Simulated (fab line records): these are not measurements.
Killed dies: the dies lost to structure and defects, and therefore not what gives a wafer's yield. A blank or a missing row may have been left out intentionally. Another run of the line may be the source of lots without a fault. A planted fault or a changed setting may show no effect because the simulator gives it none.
fab line records	flow gf180mcu
[record] lots = 24	wafers = 72	last_day = 34
route steps=602 shown SALICIDE@284 M1@318 M4@457 M5@534 TOP_METAL@569
lots that met no fault: taken from a fault-free run of the same line
start_h: start of the lot's first displayed wafer, in hours after the record's first day	wait_h: hours elapsed since this lot's preceding step	" repeats the value in the row above	L1.1+2: a row that stands for several wafers	- no value, or no start was given	* or withheld: withheld	< > ~ a bound
route shown NAME@n: names a module that has steps shown in the file, with the first one's number in the route	usual: mean and standard deviation over wafers with no fault	same: alike in all rows	chamber/n: place in a boat	sites: the reading at each site	_std_site: their standard deviation	_edge_site: the outer-site mean with the inner-site mean subtracted	radius_mm: for every site, how far away it sits from the centre of the wafer	mask NAME#n: copy n	behind: the most recent tool/chamber to have shaped the wafer	hold: why the lot went on hold/how many hours it stayed there/how the hold came to an end	device: the transistor (n, p or np) that didn't switch	end of line: at the end of the route, the tests of the same wafers	step lacking rows: just its recipe	killed: dies lost to structure and defects at the first sort, not the wafer's yield	map: per-die view of a wafer (x killed, . not killed, _ where there is no die)
set.NAME: the setting the step ran with; set.NAME@STEP: the setting that earlier step ran with	model.NAME: the simulator's own value behind a step, which no gauge read
the route's steps for a sample of lots (tables are steps, rows are wafers)
services: a tool's chamber out of use, with start hour (start_h, from the record's first day; less than 0 if before it), hours out, and reason
[[steps]]
[step GF_SALICIDE_RTA_06]
[recipe] temp_c = 530	time_s = 30	ambient = N2
[usual] lamp_power_pct = 7.37/0.2	wafer_temp_C_max = 532.4/0.91
lot.wafer	tool	chamber	start_h	wait_h	lamp_power_pct	wafer_temp_C_max
L074.2	rtp_anneal-02	0	338.26	0.1	7.55	533.0
L074.5	"	0	"	"	7.55	533.2
L074.6	"	0	"	"	7.56	534.2
L075.2	rtp_anneal-02	0	346.10	0.1	7.57	533.5
L075.3	"	0	"	"	7.57	532.6
L075.4	"	0	"	"	7.57	533.9
L076.1	rtp_anneal-02	0	349.24	0.1	7.56	532.7
L076.2	"	0	"	"	7.56	533.2
L076.4	"	0	"	"	7.55	532.6
L077.1	rtp_anneal-01	0	366.69	0.1	7.15	532.0
L077.4	"	0	"	"	7.15	531.4
L077.5	"	0	"	"	7.15	531.2
L078.2	rtp_anneal-01	0	375.70	0.1	7.15	531.6
L078.5	"	0	"	"	7.15	531.7
L078.6	"	0	"	"	7.15	532.3
L079.4	rtp_anneal-01	0	389.08	0.1	7.15	531.4
L079.5	"	0	"	"	7.15	532.2
L079.6	"	0	"	"	7.15	531.7
L080.2	rtp_anneal-02	0	392.52	0.1	7.56	533.1
L080.3	"	0	"	"	7.56	533.1
L080.4	"	0	"	"	7.55	532.1
L081.1	rtp_anneal-02	0	398.21	0.1	7.56	533.1
L081.4	"	0	"	"	7.55	533.3
L081.6	"	0	"	"	7.57	533.2
L082.1	rtp_anneal-01	0	411.67	0.1	7.15	531.7
L082.2	"	0	"	"	7.15	532.6
L082.6	"	0	"	"	7.15	531.8
L083.3	rtp_anneal-01	0	424.55	0.1	7.15	532.0
L083.5	"	0	"	"	7.14	532.1
L083.6	"	0	"	"	7.16	531.9
L084.2	rtp_anneal-02	0	427.95	0.1	7.56	533.1
L084.3	"	0	"	"	7.56	532.2
L084.4	"	0	"	"	7.57	533.0
L085.3	rtp_anneal-01	0	432.39	0.1	7.15	531.1
L085.4	"	0	"	"	7.16	531.8
L085.6	"	0	"	"	7.14	531.1
L086.4	rtp_anneal-01	0	444.66	0.1	7.15	531.6
L086.5	"	0	"	"	7.15	531.5
L086.6	"	0	"	"	7.14	531.6
L087.1	rtp_anneal-02	0	454.05	0.1	7.57	534.5
L087.5	"	0	"	"	7.57	532.8
L087.6	"	0	"	"	7.55	533.3
L088.3	rtp_anneal-01	0	460.20	0.1	7.15	531.3
L088.4	"	0	"	"	7.17	530.8
L088.5	"	0	"	"	7.15	531.0
L089.1	rtp_anneal-02	0	474.62	0.1	7.57	533.3
L089.4	"	0	"	"	7.55	532.6
L089.5	"	0	"	"	7.55	532.7
L090.2	rtp_anneal-02	0	479.96	0.1	7.56	532.5
L090.3	"	0	"	"	7.57	533.7
L090.5	"	0	"	"	7.56	532.8
L091.2	rtp_anneal-02	0	486.18	0.1	7.56	533.9
L091.4	"	0	"	"	7.56	533.2
L091.6	"	0	"	"	7.56	533.6
L092.1	rtp_anneal-01	0	492.71	0.1	7.15	531.8
L092.5	"	0	"	"	7.15	531.4
L092.6	"	0	"	"	7.15	530.7
L093.4	rtp_anneal-02	0	502.32	0.1	7.57	534.4
L093.5	"	0	"	"	7.55	533.3
L093.6	"	0	"	"	7.56	533.1
L094.3	rtp_anneal-01	0	506.89	0.1	7.15	531.7
L094.4	"	0	"	"	7.15	531.6
L094.6	"	0	"	"	7.15	531.6
L095.2	rtp_anneal-01	0	519.58	0.1	7.16	531.3
L095.3	"	0	"	"	7.15	531.6
L095.6	"	0	"	"	7.15	531.9
L096.1	rtp_anneal-02	0	524.57	0.1	7.55	533.3
L096.2	"	0	"	"	7.56	532.8
L096.3	"	0	"	"	7.56	533.4
L097.4	rtp_anneal-02	0	534.91	0.1	7.55	533.2
L097.5	"	0	"	"	7.56	533.2
L097.6	"	0	"	"	7.56	532.9
[step GF_M1_SPUTTER_03]
[recipe] material = Ti	target_thk_nm = 10	substrate_temp_c = 300	chamber_pressure_pa = 0.3	power_w = 3000	time_s = 6.7
[usual] throttle_valve_pct = 29.4/1.2
lot.wafer	tool	chamber	start_h	wait_h	throttle_valve_pct
L074.2	pvd_sputter-02	-	361.16	0.0	29.1
L074.5	"	-	"	"	29.3
L074.6	"	-	"	"	27.2
L075.2	pvd_sputter-02	-	370.00	0.0	30.2
L075.3	"	-	"	"	27.2
L075.4	"	-	"	"	29.4
L076.1	pvd_sputter-01	-	373.33	0.0	30.0
L076.2	"	-	"	"	31.5
L076.4	"	-	"	"	30.0
L077.1	pvd_sputter-02	-	391.89	0.0	27.0
L077.4	"	-	"	"	30.1
L077.5	"	-	"	"	30.2
L078.2	pvd_sputter-04	-	401.05	0.0	29.1
L078.5	"	-	"	"	27.7
L078.6	"	-	"	"	30.2
L079.4	pvd_sputter-01	-	414.95	0.0	29.9
L079.5	"	-	"	"	29.9
L079.6	"	-	"	"	30.1
L080.2	pvd_sputter-02	-	417.79	0.0	27.2
L080.3	"	-	"	"	29.0
L080.4	"	-	"	"	30.3
L081.1	pvd_sputter-01	-	424.29	0.0	29.8
L081.4	"	-	"	"	29.6
L081.6	"	-	"	"	29.7
L082.1	pvd_sputter-01	-	438.89	0.0	31.7
L082.2	"	-	"	"	29.9
L082.6	"	-	"	"	29.7
L083.3	pvd_sputter-02	-	451.00	0.0	27.5
L083.5	"	-	"	"	30.2
L083.6	"	-	"	"	27.1
L084.2	pvd_sputter-04	-	454.51	0.0	29.3
L084.3	"	-	"	"	28.6
L084.4	"	-	"	"	29.9
L085.3	pvd_sputter-01	-	458.54	0.0	31.4
L085.4	"	-	"	"	30.2
L085.6	"	-	"	"	31.4
L086.4	pvd_sputter-04	-	471.05	0.0	30.1
L086.5	"	-	"	"	29.3
L086.6	"	-	"	"	27.8
L087.1	pvd_sputter-01	-	480.95	0.0	31.6
L087.5	"	-	"	"	29.9
L087.6	"	-	"	"	31.6
L088.3	pvd_sputter-04	-	486.64	0.0	27.8
L088.4	"	-	"	"	29.1
L088.5	"	-	"	"	29.9
L089.1	pvd_sputter-02	-	500.75	0.0	29.1
L089.4	"	-	"	"	30.2
L089.5	"	-	"	"	27.2
L090.2	pvd_sputter-02	-	505.84	0.0	30.5
L090.3	"	-	"	"	29.4
L090.5	"	-	"	"	27.1
L091.2	pvd_sputter-04	-	512.17	0.0	29.1
L091.4	"	-	"	"	27.7
L091.6	"	-	"	"	28.5
L092.1	pvd_sputter-02	-	518.79	0.0	30.0
L092.5	"	-	"	"	27.2
L092.6	"	-	"	"	29.1
L093.4	pvd_sputter-04	-	527.91	0.0	30.1
L093.5	"	-	"	"	30.0
L093.6	"	-	"	"	28.6
L094.3	pvd_sputter-01	-	533.04	0.0	31.8
L094.4	"	-	"	"	30.0
L094.6	"	-	"	"	31.6
L095.2	pvd_sputter-02	-	544.55	0.0	29.4
L095.3	"	-	"	"	30.2
L095.6	"	-	"	"	30.1
L096.1	pvd_sputter-02	-	550.30	0.0	29.1
L096.2	"	-	"	"	27.0
L096.3	"	-	"	"	30.3
L097.4	pvd_sputter-02	-	559.86	0.0	30.1
L097.5	"	-	"	"	27.1
L097.6	"	-	"	"	29.2
[step GF_M1_OVL_MEAS_15]
[usual] M1_OVL = 4/4.4
lot.wafer	tool	chamber	start_h	wait_h	M1_OVL[nm]
L074.2	overlay-02	-	383.21	0.1	7
L074.5	"	-	"	"	5
L074.6	"	-	"	"	9
L075.2	overlay-01	-	393.16	0.1	4
L075.3	"	-	"	"	1
L075.4	"	-	"	"	-1
L076.1	overlay-01	-	396.61	0.1	-1
L076.2	"	-	"	"	-5
L076.4	"	-	"	"	0
L077.1	overlay-01	-	415.51	0.1	4
L077.4	"	-	"	"	-1
L077.5	"	-	"	"	14
L078.2	overlay-01	-	425.21	0.1	7
L078.5	"	-	"	"	4
L078.6	"	-	"	"	1
L079.4	overlay-01	-	439.60	0.1	1
L079.5	"	-	"	"	3
L079.6	"	-	"	"	3
L080.2	overlay-01	-	442.46	0.1	2
L080.3	"	-	"	"	2
L080.4	"	-	"	"	0
L081.1	overlay-01	-	448.45	0.1	7
L081.4	"	-	"	"	2
L081.6	"	-	"	"	-1
L082.1	overlay-02	-	463.60	0.1	4
L082.2	"	-	"	"	6
L082.6	"	-	"	"	1
L083.3	overlay-02	-	475.37	0.1	0
L083.5	"	-	"	"	0
L083.6	"	-	"	"	-3
L084.2	overlay-02	-	478.91	0.1	13
L084.3	"	-	"	"	6
L084.4	"	-	"	"	16
L085.3	overlay-02	-	482.27	0.1	12
L085.4	"	-	"	"	7
L085.6	"	-	"	"	13
L086.4	overlay-02	-	495.25	0.1	1
L086.5	"	-	"	"	1
L086.6	"	-	"	"	3
L087.1	overlay-01	-	504.85	0.1	6
L087.5	"	-	"	"	8
L087.6	"	-	"	"	7
L088.3	overlay-02	-	510.59	0.1	3
L088.4	"	-	"	"	5
L088.5	"	-	"	"	6
L089.1	overlay-01	-	524.45	0.1	8
L089.4	"	-	"	"	11
L089.5	"	-	"	"	3
L090.2	overlay-02	-	529.21	0.1	-4
L090.3	"	-	"	"	2
L090.5	"	-	"	"	7
L091.2	overlay-01	-	535.41	0.1	8
L091.4	"	-	"	"	7
L091.6	"	-	"	"	1
L092.1	overlay-02	-	542.25	0.1	-1
L092.5	"	-	"	"	3
L092.6	"	-	"	"	5
L093.4	overlay-01	-	550.57	0.1	9
L093.5	"	-	"	"	4
L093.6	"	-	"	"	10
L094.3	overlay-02	-	556.12	0.1	4
L094.4	"	-	"	"	0
L094.6	"	-	"	"	8
L095.2	overlay-01	-	567.09	0.1	0
L095.3	"	-	"	"	-5
L095.6	"	-	"	"	2
L096.1	overlay-02	-	572.58	0.1	1
L096.2	"	-	"	"	-2
L096.3	"	-	"	"	0
L097.4	overlay-01	-	581.47	0.1	3
L097.5	"	-	"	"	2
L097.6	"	-	"	"	3
[step GF_M4_SPUTTER_01]
[recipe] material = TiN	target_thk_nm = 30	power_w = 6500	time_s = 25	chamber_pressure_pa = 0.4
[usual] throttle_valve_pct = 29.2/0.78
lot.wafer	tool	chamber	start_h	wait_h	throttle_valve_pct
L074.2	pvd_sputter-02	-	511.80	0.1	30.1
L074.5	"	-	"	"	26.9
L074.6	"	-	"	"	29.2
L075.2	pvd_sputter-04	-	523.73	0.1	29.8
L075.3	"	-	"	"	28.3
L075.4	"	-	"	"	28.9
L076.1	pvd_sputter-03	-	525.15	0.1	29.9
L076.2	"	-	"	"	28.7
L076.4	"	-	"	"	28.7
L077.1	pvd_sputter-04	-	542.00	0.1	28.8
L077.4	"	-	"	"	27.9
L077.5	"	-	"	"	29.2
L078.2	pvd_sputter-03	-	551.89	0.1	28.9
L078.5	"	-	"	"	29.1
L078.6	"	-	"	"	28.8
L079.4	pvd_sputter-04	-	565.49	0.1	29.5
L079.5	"	-	"	"	28.8
L079.6	"	-	"	"	30.0
L080.2	pvd_sputter-03	-	568.26	0.1	28.7
L080.3	"	-	"	"	29.8
L080.4	"	-	"	"	30.3
L081.1	pvd_sputter-04	-	575.00	0.1	29.4
L081.4	"	-	"	"	29.9
L081.6	"	-	"	"	29.2
L082.1	pvd_sputter-03	-	585.99	0.1	30.3
L082.2	"	-	"	"	28.8
L082.6	"	-	"	"	30.2
L083.3	pvd_sputter-04	-	598.21	0.1	29.7
L083.5	"	-	"	"	27.6
L083.6	"	-	"	"	30.0
L084.2	pvd_sputter-03	-	601.11	0.1	28.5
L084.3	"	-	"	"	29.8
L084.4	"	-	"	"	30.4
L085.3	pvd_sputter-03	-	603.34	0.1	28.8
L085.4	"	-	"	"	28.8
L085.6	"	-	"	"	30.1
L086.4	pvd_sputter-04	-	615.35	0.1	29.2
L086.5	"	-	"	"	29.0
L086.6	"	-	"	"	28.0
L087.1	pvd_sputter-04	-	624.54	0.1	27.9
L087.5	"	-	"	"	29.8
L087.6	"	-	"	"	28.0
L088.3	pvd_sputter-02	-	628.60	0.1	27.2
L088.4	"	-	"	"	30.1
L088.5	"	-	"	"	30.3
L089.1	pvd_sputter-03	-	640.56	0.1	28.9
L089.4	"	-	"	"	29.8
L089.5	"	-	"	"	28.9
L090.2	pvd_sputter-02	-	645.69	0.1	30.0
L090.3	"	-	"	"	30.1
L090.5	"	-	"	"	29.0
L091.2	pvd_sputter-03	-	650.77	0.1	28.8
L091.4	"	-	"	"	28.9
L091.6	"	-	"	"	28.9
L092.1	pvd_sputter-04	-	656.59	0.1	28.9
L092.5	"	-	"	"	28.7
L092.6	"	-	"	"	29.2
L093.4	pvd_sputter-04	-	663.94	0.1	29.2
L093.5	"	-	"	"	28.8
L093.6	"	-	"	"	29.8
L094.3	pvd_sputter-04	-	668.49	0.1	29.0
L094.4	"	-	"	"	29.4
L094.6	"	-	"	"	29.2
L095.2	pvd_sputter-04	-	679.01	0.1	29.9
L095.3	"	-	"	"	28.7
L095.6	"	-	"	"	28.0
L096.1	pvd_sputter-04	-	684.03	0.1	29.4
L096.2	"	-	"	"	27.7
L096.3	"	-	"	"	28.7
L097.4	pvd_sputter-03	-	690.14	0.1	30.1
L097.5	"	-	"	"	28.8
L097.6	"	-	"	"	28.9
[step GF_M5_OVL_MEAS_08]
[usual] M5_OVL = 3/5.7
lot.wafer	tool	chamber	start_h	wait_h	M5_OVL[nm]
L074.2	overlay-01	-	604.76	0.1	-1
L074.5	"	-	"	"	-5
L074.6	"	-	"	"	0
L075.2	overlay-01	-	614.31	0.1	5
L075.3	"	-	"	"	-6
L075.4	"	-	"	"	-1
L076.1	overlay-02	-	615.40	0.1	-6
L076.2	"	-	"	"	-2
L076.4	"	-	"	"	0
L077.1	overlay-02	-	630.70	0.1	4
L077.4	"	-	"	"	8
L077.5	"	-	"	"	10
L078.2	overlay-02	-	641.19	0.1	3
L078.5	"	-	"	"	-1
L078.6	"	-	"	"	3
L079.4	overlay-01	-	652.70	0.1	15
L079.5	"	-	"	"	6
L079.6	"	-	"	"	16
L080.2	overlay-01	-	654.91	0.1	3
L080.3	"	-	"	"	1
L080.4	"	-	"	"	6
L081.1	overlay-01	-	661.23	0.1	-1
L081.4	"	-	"	"	-3
L081.6	"	-	"	"	9
L082.1	overlay-01	-	670.52	0.1	4
L082.2	"	-	"	"	8
L082.6	"	-	"	"	5
L083.3	overlay-01	-	682.46	0.1	-9
L083.5	"	-	"	"	4
L083.6	"	-	"	"	-1
L084.2	overlay-01	-	684.44	0.1	8
L084.3	"	-	"	"	1
L084.4	"	-	"	"	8
L085.3	overlay-01	-	686.11	0.1	9
L085.4	"	-	"	"	7
L085.6	"	-	"	"	-1
L086.4	overlay-02	-	697.35	0.1	8
L086.5	"	-	"	"	12
L086.6	"	-	"	"	8
L087.1	overlay-02	-	704.68	0.1	-5
L087.5	"	-	"	"	6
L087.6	"	-	"	"	3
L088.3	overlay-02	-	709.24	0.1	7
L088.4	"	-	"	"	9
L088.5	"	-	"	"	3
L090.2	overlay-02	-	724.11	0.1	6
L090.3	"	-	"	"	-5
L090.5	"	-	"	"	-1
L091.2	overlay-02	-	729.39	0.1	5
L091.4	"	-	"	"	6
L091.6	"	-	"	"	0
L092.1	overlay-02	-	734.70	0.1	9
L092.5	"	-	"	"	-1
L092.6	"	-	"	"	8
L089.1	overlay-02	-	740.28	0.1	-5
L089.4	"	-	"	"	1
L089.5	"	-	"	"	5
L093.4	overlay-01	-	740.52	0.1	12
L093.5	"	-	"	"	4
L093.6	"	-	"	"	10
L094.3	overlay-02	-	745.11	0.1	12
L094.4	"	-	"	"	-1
L094.6	"	-	"	"	8
L095.2	overlay-02	-	754.56	0.1	8
L095.3	"	-	"	"	12
L095.6	"	-	"	"	11
L096.1	overlay-01	-	758.13	0.1	-1
L096.2	"	-	"	"	6
L096.3	"	-	"	"	-4
L097.4	overlay-01	-	763.17	0.1	-7
L097.5	"	-	"	"	-2
L097.6	"	-	"	"	-7
[step GF_TOP_METAL_SPUTTER_02]
[recipe] material = AlCu	target_thk_nm = 900	power_w = 10600	chamber_pressure_pa = 0.3	substrate_temp_c = 250	gas = Ar	time_s = 47.82
[usual] throttle_valve_pct = 29.3/0.96
lot.wafer	tool	chamber	start_h	wait_h	throttle_valve_pct
L074.2	pvd_sputter-03	-	628.89	0.0	30.3
L074.5	"	-	"	"	28.9
L074.6	"	-	"	"	28.8
L075.2	pvd_sputter-02	-	638.35	0.0	30.0
L075.3	"	-	"	"	29.2
L075.4	"	-	"	"	27.1
L076.1	pvd_sputter-02	-	639.25	0.0	30.1
L076.2	"	-	"	"	27.1
L076.4	"	-	"	"	29.3
L077.1	pvd_sputter-03	-	653.59	0.0	28.9
L077.4	"	-	"	"	28.9
L077.5	"	-	"	"	30.1
L078.2	pvd_sputter-02	-	663.81	0.0	30.3
L078.5	"	-	"	"	30.3
L078.6	"	-	"	"	30.2
L079.4	pvd_sputter-04	-	674.65	0.0	27.9
L079.5	"	-	"	"	30.0
L079.6	"	-	"	"	28.9
L080.2	pvd_sputter-02	-	677.70	0.0	27.2
L080.3	"	-	"	"	30.3
L080.4	"	-	"	"	29.2
L081.1	pvd_sputter-04	-	683.20	0.0	28.9
L081.4	"	-	"	"	29.4
L081.6	"	-	"	"	29.1
L082.1	pvd_sputter-03	-	691.70	0.0	28.9
L082.2	"	-	"	"	30.2
L082.6	"	-	"	"	29.8
L083.3	pvd_sputter-03	-	703.58	0.0	28.8
L083.5	"	-	"	"	30.0
L083.6	"	-	"	"	29.0
L084.2	pvd_sputter-03	-	705.98	0.0	28.6
L084.3	"	-	"	"	28.9
L084.4	"	-	"	"	29.9
L085.3	pvd_sputter-03	-	708.06	0.0	30.3
L085.4	"	-	"	"	29.0
L085.6	"	-	"	"	30.3
L086.4	pvd_sputter-02	-	719.06	0.0	30.3
L086.5	"	-	"	"	30.3
L086.6	"	-	"	"	30.2
L087.1	pvd_sputter-04	-	726.10	0.0	28.0
L087.5	"	-	"	"	27.9
L087.6	"	-	"	"	29.9
L088.3	pvd_sputter-02	-	729.99	0.0	29.1
L088.4	"	-	"	"	30.3
L088.5	"	-	"	"	30.1
L090.2	pvd_sputter-03	-	744.60	0.0	29.6
L090.3	"	-	"	"	28.6
L090.5	"	-	"	"	28.7
L091.2	pvd_sputter-04	-	749.95	0.0	29.3
L091.4	"	-	"	"	27.8
L091.6	"	-	"	"	27.7
L092.1	pvd_sputter-02	-	754.58	0.0	30.0
L092.5	"	-	"	"	29.9
L092.6	"	-	"	"	27.1
L089.1	pvd_sputter-03	-	760.02	0.0	29.8
L089.4	"	-	"	"	28.7
L089.5	"	-	"	"	30.1
L093.4	pvd_sputter-04	-	760.37	0.0	28.2
L093.5	"	-	"	"	29.2
L093.6	"	-	"	"	28.8
L094.3	pvd_sputter-03	-	764.57	0.0	30.0
L094.4	"	-	"	"	28.7
L094.6	"	-	"	"	28.9
L095.2	pvd_sputter-04	-	773.78	0.0	29.2
L095.3	"	-	"	"	29.1
L095.6	"	-	"	"	29.9
L096.1	pvd_sputter-04	-	777.46	0.0	27.9
L096.2	"	-	"	"	28.9
L096.3	"	-	"	"	30.0
L097.4	pvd_sputter-02	-	781.88	0.0	30.6
L097.5	"	-	"	"	29.2
L097.6	"	-	"	"	30.6
[[services]]
tool	chamber	start_h	hours	kind
pvd_sputter-03	-	324.28	3.8	repair
pvd_sputter-01	-	335.69	1.5	repair
pvd_sputter-04	-	355.04	30.5	repair
pvd_sputter-02	-	394.15	5.1	repair
pvd_sputter-03	-	424.92	35.1	repair
pvd_sputter-02	-	431.42	1.4	repair
pvd_sputter-04	-	437.01	2.5	repair
pvd_sputter-02	-	437.82	2.0	repair
pvd_sputter-04	0	468.76	-	consumable_replace:kit
pvd_sputter-04	0	468.76	18.0	scheduled_down
pvd_sputter-04	0	468.76	18.0	vent_cycle
pvd_sputter-03	-	472.33	2.7	repair
pvd_sputter-01	-	508.94	3.4	repair
pvd_sputter-04	3	589.09	-	consumable_replace:kit
pvd_sputter-04	3	589.09	18.0	scheduled_down
pvd_sputter-04	3	589.09	18.0	vent_cycle
pvd_sputter-01	-	601.01	10.2	repair
pvd_sputter-03	-	612.93	8.6	repair
pvd_sputter-03	-	613.28	2.6	repair
pvd_sputter-03	-	630.12	8.2	repair
rtp_anneal-02	-	650.25	9.2	pm
rtp_anneal-01	-	659.42	15.4	pm
rtp_anneal-02	-	674.80	3.4	pm
pvd_sputter-01	-	742.16	1.5	repair
[[key]]
fault none
